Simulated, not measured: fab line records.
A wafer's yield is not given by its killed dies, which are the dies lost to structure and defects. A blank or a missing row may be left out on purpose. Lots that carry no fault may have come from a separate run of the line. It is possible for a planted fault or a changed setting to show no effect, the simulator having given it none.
Matching of chambers ; flow gf180mcu ; GF_STI_ETCH_14 on rie si-02: 4 sister chambers
The step etches Si in HBr/Cl2/O2, target depth 360 nm, time 102.9 s. 8 wafers are shown with their chamber, then 7 later ones without.

== WAFERS WITH THEIR CHAMBER ==
wafer;chamber;run length s (s);oes product au (a.u.)
L800.2;1;131.8;1.003
L804.4;1;131.7;1.018
L806.2;0;131.0;1.011
L806.3;2;130.1;1.016
L807.1;0;130.9;1.013
L807.4;3;130.4;1.009
L807.6;2;130.1;1.012
L812.1;3;130.7;1.003

== WAFERS WITH NO CHAMBER GIVEN ==
wafer;run length s (s);oes product au (a.u.)
L812.2;131.4;1.026
L812.4;130.4;1.004
L813.3;130.7;1.017
L813.5;130.4;1.011
L813.6;131.0;1.028
L814.6;130.4;1.010
L819.5;130.6;1.011

== CHAMBER TAKEN BY EACH ==
wafer;from the rows above;in truth
L812.2;can't be placed: 1 or 0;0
L812.4;can't be placed: 3 or 2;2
L813.3;can't be placed: 3 or 0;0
L813.5;can't be placed: 3 or 2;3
L813.6;0;0
L814.6;can't be placed: 3 or 2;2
L819.5;3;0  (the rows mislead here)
1 of 7 placed correctly. From these rows, 5 cannot be placed; in 5 the true chamber is one of the candidates. Number placed wrongly: 1.
How it was worked out, from the rows above alone: a wafer's distance from a chamber is the root of the sum, over the readings, of the square of ((its reading less the chamber's mean) divided by the reading's scatter). The wafer belongs to the nearest chamber; if the next one is less than 2 further off, it can't be placed. A chamber's mean is the mean of its shown wafers. The scatter: the root of (the sum of the squares of (reading less its chamber's mean) over the shown wafers, divided by (wafers less chambers)).
